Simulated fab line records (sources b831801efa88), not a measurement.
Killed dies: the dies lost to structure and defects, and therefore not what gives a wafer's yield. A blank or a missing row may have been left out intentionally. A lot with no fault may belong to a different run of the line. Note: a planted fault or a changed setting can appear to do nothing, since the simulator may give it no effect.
The tool behind it: which one? / flow sky130 / Sampling: 13 lots, 39 wafers, 4 of 708 route steps

WHAT THE GAUGES READ, wafer by wafer
SKY_FIELD_ISO_BOW_MEAS_00. Usual: INCOMING_BOW 0 um, standard deviation 6.9.
lot=L701; measured=day 1 15:00; on=filmMetro-04; INCOMING_BOW (um)=1 2 -5; flag=
lot=L702; measured=day 1 20:00; on=filmMetro-04; INCOMING_BOW (um)=0 -10 1; flag=
lot=L708; measured=day 3 02:01; on=filmMetro-04; INCOMING_BOW (um)=-1 -2 1; flag=
lot=L709; measured=day 3 07:01; on=filmMetro-01; INCOMING_BOW (um)=6 2 -3; flag=
lot=L710; measured=day 3 12:00; on=filmMetro-03; INCOMING_BOW (um)=-2 8 4; flag=
lot=L712; measured=day 3 22:01; on=filmMetro-04; INCOMING_BOW (um)=-1 -8 3; flag=
lot=L713; measured=day 4 03:00; on=filmMetro-04; INCOMING_BOW (um)=-2 1 -10; flag=
lot=L715; measured=day 4 13:00; on=filmMetro-03; INCOMING_BOW (um)=7 4 -8; flag=
lot=L716; measured=day 4 18:00; on=filmMetro-04; INCOMING_BOW (um)=0 5 4; flag=
lot=L717; measured=day 4 23:00; on=filmMetro-03; INCOMING_BOW (um)=0 7 2; flag=
lot=L719; measured=day 5 09:01; on=filmMetro-01; INCOMING_BOW (um)=7 -1 -4; flag=
lot=L721; measured=day 5 19:01; on=filmMetro-03; INCOMING_BOW (um)=-10 8 -5; flag=
lot=L723; measured=day 6 05:01; on=filmMetro-01; INCOMING_BOW (um)=-6 15 -3; flag=

SKY_PWDE_OVL_MEAS_07. Usual: PWDE_OVL -1.7 nm, standard deviation 1.8.
lot=L701; measured=day 4 00:32; on=overlay-02; PWDE_OVL (nm)=3.2 0.9 3.2; flag=
lot=L702; measured=day 4 06:38; on=overlay-02; PWDE_OVL (nm)=-2.7 -3.5 -3.2; flag=
lot=L712; measured=day 6 10:40; on=overlay-01; PWDE_OVL (nm)=-1.7 0.1 -1.3; flag=
lot=L713; measured=day 6 17:08; on=overlay-02; PWDE_OVL (nm)=-3.6 -1.3 -1.7; flag=
lot=L715; measured=day 7 00:49; on=overlay-02; PWDE_OVL (nm)=-0.3 -1.4 -3.6; flag=
lot=L716; measured=day 7 04:41; on=overlay-01; PWDE_OVL (nm)=-1.4 -3.3 -2.8; flag=
lot=L717; measured=day 7 07:35; on=overlay-02; PWDE_OVL (nm)=-1.8 -1.8 -3.2; flag=
lot=L719; measured=day 12 04:38; on=overlay-02; PWDE_OVL (nm)=-1.3 -0.7 -0.7; flag=
lot=L721; measured=day 12 06:11; on=overlay-01; PWDE_OVL (nm)=-0.7 -0.5 -2.9; flag=
lot=L723; measured=day 12 07:11; on=overlay-02; PWDE_OVL (nm)=-2.1 -3.2 -1.2; flag=

WHAT TOOL EACH LOT RAN ON (gives the tool, then ch and the chambers of the sampled wafers, and finally the start)
lot=L701; SKY_FIELD_ISO_ETCH_15=rieDiel-03 ch 2,3, day 2 09:12; SKY_FIELD_ISO_CMP_27=cmp-02 ch 0,1,3, day 2 15:07
lot=L702; SKY_FIELD_ISO_ETCH_15=rieDiel-02 ch 0,1,3, day 2 14:47; SKY_FIELD_ISO_CMP_27=cmp-02 ch 1,2,3, day 2 18:52
lot=L708; SKY_FIELD_ISO_ETCH_15=rieDiel-03 ch 1,2,3, day 3 21:07; SKY_FIELD_ISO_CMP_27=cmp-01 ch 1,2,3, day 4 03:25
lot=L709; SKY_FIELD_ISO_ETCH_15=rieDiel-04 ch 0,2, day 4 02:43; SKY_FIELD_ISO_CMP_27=cmp-01 ch 1,3, day 4 08:47
lot=L710; SKY_FIELD_ISO_ETCH_15=rieDiel-02 ch 0,1,2, day 4 09:19; SKY_FIELD_ISO_CMP_27=cmp-02 ch 1,2,3, day 4 13:40
lot=L712; SKY_FIELD_ISO_ETCH_15=rieDiel-03 ch 0,2,3, day 4 20:12; SKY_FIELD_ISO_CMP_27=cmp-01 ch 1,2,3, day 4 23:41
lot=L713; SKY_FIELD_ISO_ETCH_15=rieDiel-02 ch 0,1,3, day 5 01:00; SKY_FIELD_ISO_CMP_27=cmp-01 ch 0,2,3, day 5 05:57
lot=L715; SKY_FIELD_ISO_ETCH_15=rieDiel-03 ch 0,1,2, day 5 10:45; SKY_FIELD_ISO_CMP_27=cmp-01 ch 0,1,2, day 5 15:41
lot=L716; SKY_FIELD_ISO_ETCH_15=rieDiel-04 ch 1,2, day 5 15:29; SKY_FIELD_ISO_CMP_27=cmp-01 ch 0,1,3, day 5 20:07
lot=L717; SKY_FIELD_ISO_ETCH_15=rieDiel-03 ch 1,2, day 5 19:19; SKY_FIELD_ISO_CMP_27=cmp-02 ch 2,3, day 6 00:08
lot=L719; SKY_FIELD_ISO_ETCH_15=rieDiel-02 ch 0,1,2, day 9 14:32; SKY_FIELD_ISO_CMP_27=cmp-01 ch 0,1,3, day 10 02:48
lot=L721; SKY_FIELD_ISO_ETCH_15=rieDiel-02 ch 0,1,3, day 9 15:00; SKY_FIELD_ISO_CMP_27=cmp-01 ch 0,1,3, day 10 04:00
lot=L723; SKY_FIELD_ISO_ETCH_15=rieDiel-04 ch 0,2,3, day 9 14:55; SKY_FIELD_ISO_CMP_27=cmp-01 ch 0,1,2, day 10 03:39
- SKY_FIELD_ISO_ETCH_15: etches the open film in CHF3/O2, stops on Si, target depth 180 nm, time 72 s.
- SKY_FIELD_ISO_CMP_27: polishes, stops on Si3N4, t overpolish 16 s, target thk 457.8 nm.

WHAT THE TOOLS THEMSELVES READ (means of the sampled wafers that have a number; where no wafer has one, the mark that the record gives instead)
SKY_FIELD_ISO_ETCH_15. Usual: drypumpMotorCurrentA 5.8 A, standard deviation 0.7; oesProductAu 0.944 a.u., standard deviation 0.0068; throttleValvePct 8.844 %, standard deviation 0.01.
lot=L701; tool=rieDiel-03; drypumpMotorCurrentA (A)=5.2; oesProductAu (a.u.)=0.937; throttleValvePct (%)=8.838; flag=
lot=L702; tool=rieDiel-02; drypumpMotorCurrentA (A)=6.2; oesProductAu (a.u.)=0.937; throttleValvePct (%)=8.844; flag=
lot=L708; tool=rieDiel-03; drypumpMotorCurrentA (A)=5.4; oesProductAu (a.u.)=0.940; throttleValvePct (%)=8.844; flag=
lot=L709; tool=rieDiel-04; drypumpMotorCurrentA (A)=6.0; oesProductAu (a.u.)=0.945; throttleValvePct (%)=8.847; flag=
lot=L710; tool=rieDiel-02; drypumpMotorCurrentA (A)=6.1; oesProductAu (a.u.)=0.939; throttleValvePct (%)=8.845; flag=
lot=L712; tool=rieDiel-03; drypumpMotorCurrentA (A)=5.2; oesProductAu (a.u.)=0.949; throttleValvePct (%)=8.853; flag=
lot=L713; tool=rieDiel-02; drypumpMotorCurrentA (A)=6.2; oesProductAu (a.u.)=0.946; throttleValvePct (%)=8.834; flag=
lot=L715; tool=rieDiel-03; drypumpMotorCurrentA (A)=5.0; oesProductAu (a.u.)=0.943; throttleValvePct (%)=8.846; flag=
lot=L716; tool=rieDiel-04; drypumpMotorCurrentA (A)=5.6; oesProductAu (a.u.)=0.937; throttleValvePct (%)=8.847; flag=
lot=L717; tool=rieDiel-03; drypumpMotorCurrentA (A)=5.0; oesProductAu (a.u.)=0.947; throttleValvePct (%)=8.846; flag=
lot=L719; tool=rieDiel-02; drypumpMotorCurrentA (A)=6.1; oesProductAu (a.u.)=0.947; throttleValvePct (%)=8.846; flag=
lot=L721; tool=rieDiel-02; drypumpMotorCurrentA (A)=6.2; oesProductAu (a.u.)=0.953; throttleValvePct (%)=8.843; flag=
lot=L723; tool=rieDiel-04; drypumpMotorCurrentA (A)=5.8; oesProductAu (a.u.)=0.945; throttleValvePct (%)=8.841; flag=

SKY_FIELD_ISO_CMP_27. Usual: edgeZonePressureFrac 1.000, standard deviation 0.005; headPressurePsi 4.001 psi, standard deviation 0.0086; motorCurrentA 11.5 A, standard deviation 0.92; overpolishRunS 15.999 s, standard deviation 0.009; retainingRingPressureFrac 1.000, standard deviation 0.0046; slurryFilterDpKPa 13.50 kPa, standard deviation 0.15; timeToEndpointS 115 s, standard deviation 5.2.
lot=L701; tool=cmp-02; edgeZonePressureFrac=0.997; headPressurePsi (psi)=4.007; motorCurrentA (A)=11.7; overpolishRunS (s)=15.995; retainingRingPressureFrac=0.998; slurryFilterDpKPa (kPa)=13.44; timeToEndpointS (s)=116; flag=
lot=L702; tool=cmp-02; edgeZonePressureFrac=1.003; headPressurePsi (psi)=4.006; motorCurrentA (A)=12.0; overpolishRunS (s)=15.995; retainingRingPressureFrac=0.994; slurryFilterDpKPa (kPa)=13.68; timeToEndpointS (s)=117; flag=
lot=L708; tool=cmp-01; edgeZonePressureFrac=-; headPressurePsi (psi)=-; motorCurrentA (A)=-; overpolishRunS (s)=-; retainingRingPressureFrac=-; slurryFilterDpKPa (kPa)=-; timeToEndpointS (s)=-; flag=OFF
lot=L709; tool=cmp-01; edgeZonePressureFrac=-; headPressurePsi (psi)=-; motorCurrentA (A)=-; overpolishRunS (s)=-; retainingRingPressureFrac=-; slurryFilterDpKPa (kPa)=-; timeToEndpointS (s)=-; flag=OFF
lot=L710; tool=cmp-02; edgeZonePressureFrac=-; headPressurePsi (psi)=-; motorCurrentA (A)=-; overpolishRunS (s)=-; retainingRingPressureFrac=-; slurryFilterDpKPa (kPa)=-; timeToEndpointS (s)=-; flag=OFF
lot=L712; tool=cmp-01; edgeZonePressureFrac=0.998; headPressurePsi (psi)=4.003; motorCurrentA (A)=11.9; overpolishRunS (s)=16.001; retainingRingPressureFrac=0.999; slurryFilterDpKPa (kPa)=13.41; timeToEndpointS (s)=114; flag=
lot=L713; tool=cmp-01; edgeZonePressureFrac=1.000; headPressurePsi (psi)=3.998; motorCurrentA (A)=10.8; overpolishRunS (s)=15.996; retainingRingPressureFrac=1.001; slurryFilterDpKPa (kPa)=13.51; timeToEndpointS (s)=115; flag=
lot=L715; tool=cmp-01; edgeZonePressureFrac=0.997; headPressurePsi (psi)=3.993; motorCurrentA (A)=11.1; overpolishRunS (s)=16.007; retainingRingPressureFrac=1.000; slurryFilterDpKPa (kPa)=13.51; timeToEndpointS (s)=114; flag=
lot=L716; tool=cmp-01; edgeZonePressureFrac=0.996; headPressurePsi (psi)=4.003; motorCurrentA (A)=11.7; overpolishRunS (s)=15.994; retainingRingPressureFrac=0.998; slurryFilterDpKPa (kPa)=13.58; timeToEndpointS (s)=117; flag=
lot=L717; tool=cmp-02; edgeZonePressureFrac=1.001; headPressurePsi (psi)=3.996; motorCurrentA (A)=12.2; overpolishRunS (s)=15.997; retainingRingPressureFrac=1.002; slurryFilterDpKPa (kPa)=13.41; timeToEndpointS (s)=104; flag=
lot=L719; tool=cmp-01; edgeZonePressureFrac=0.998; headPressurePsi (psi)=3.991; motorCurrentA (A)=11.4; overpolishRunS (s)=16.007; retainingRingPressureFrac=1.006; slurryFilterDpKPa (kPa)=13.46; timeToEndpointS (s)=120; flag=
lot=L721; tool=cmp-01; edgeZonePressureFrac=1.002; headPressurePsi (psi)=4.003; motorCurrentA (A)=11.6; overpolishRunS (s)=15.999; retainingRingPressureFrac=1.000; slurryFilterDpKPa (kPa)=13.63; timeToEndpointS (s)=116; flag=
lot=L723; tool=cmp-01; edgeZonePressureFrac=0.997; headPressurePsi (psi)=3.997; motorCurrentA (A)=11.3; overpolishRunS (s)=15.996; retainingRingPressureFrac=0.998; slurryFilterDpKPa (kPa)=13.75; timeToEndpointS (s)=123; flag=

THE ANSWER, worked out from the rows above alone
Rule: a lot is off if the mean of its wafers that have a number lies more than 3 standard deviations from the usual mean. Also off: a lot with no number at a reading for which 4 or more lots have one. The other lots that the step has rows for count as sound. The gauges are gone through in route order, then the tools' own readings, and for those a lot's mean is taken as printed above. At the first step where some lot is off, the reading lying furthest off is the one used; lots without a number count as furthest.
Off: L708, L709, L710 (SKY_FIELD_ISO_CMP_27, edgeZonePressureFrac). Without a number there: L708, L709, L710.
If a tool, at that step or one of the process steps before it, ran each lot that is off and ran no sound lot following the first of them, it fits. Of those tried, none fits.

WHAT WAS PUT IN BY THE SIMULATOR
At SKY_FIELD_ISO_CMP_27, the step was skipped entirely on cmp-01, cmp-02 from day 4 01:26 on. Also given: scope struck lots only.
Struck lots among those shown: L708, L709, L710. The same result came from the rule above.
